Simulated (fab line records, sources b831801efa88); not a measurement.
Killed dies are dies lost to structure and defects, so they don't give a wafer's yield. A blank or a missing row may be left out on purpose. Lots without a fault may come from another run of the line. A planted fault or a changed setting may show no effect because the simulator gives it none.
Which tool did it? | flow sky130 | 12 lots, 36 wafers sampled, at 1 step of a route of 708

WHAT THE GAUGES READ, wafer by wafer
SKY_POLY_GATE_CD_MEAS_13: target cd 150 nm. Usual: cd_nm 150.0 nm, standard deviation 1.4.
lot  | measured     | on        | cd_nm (nm)        | flag
L528 | day 16 11:05 | cd_sem-02 | 151.0 150.3 151.4 |
L530 | day 17 03:46 | cd_sem-02 | 150.6 150.6 151.3 |
L534 | day 18 16:43 | cd_sem-02 | 150.6 151.6 151.3 |
L535 | day 19 05:56 | cd_sem-02 | 150.0 152.2 150.9 |
L536 | day 19 17:22 | cd_sem-01 | 150.2 149.4 150.0 |
L537 | day 20 08:39 | cd_sem-01 | 150.7 149.6 150.2 |
L542 | day 22 05:37 | cd_sem-01 | 149.9 150.1 151.4 |
L545 | day 22 18:01 | cd_sem-01 | 150.1 152.4 149.6 |
L546 | day 23 04:57 | cd_sem-02 | 150.7 152.4 150.6 |
L548 | day 23 15:58 | cd_sem-02 | 149.7 149.7 149.6 |
L547 | day 23 18:08 | cd_sem-01 | 149.0 150.1 149.0 |
L550 | day 24 09:30 | cd_sem-01 | 149.8 151.1 151.5 |

WHICH TOOL RAN EACH LOT (tool, then ch and the chambers of the sampled wafers, then the start)
The record holds no process step before these readings.

WHAT THE TOOLS THEMSELVES READ (means of the sampled wafers that have a number; where no wafer has one, the mark that the record gives instead)
The record holds no such reading with a usual standard deviation.

THE ANSWER, worked out from the rows above alone
Rule: a lot is off if the mean of its wafers that have a number lies more than 3 standard deviations from the usual mean. A lot without any number at a reading at which 4 lots or more have one is off too. The other lots that the step has rows for count as sound. The gauges are gone through in route order, then the tools' own readings, and for those a lot's mean is taken as printed above. The first step at which some lot is off is used, and at that step the reading that is off furthest; a lot without a number counts as furthest.
No lot is off at any reading shown: from this, nothing can be told.

WHAT THE SIMULATOR HAD PUT IN
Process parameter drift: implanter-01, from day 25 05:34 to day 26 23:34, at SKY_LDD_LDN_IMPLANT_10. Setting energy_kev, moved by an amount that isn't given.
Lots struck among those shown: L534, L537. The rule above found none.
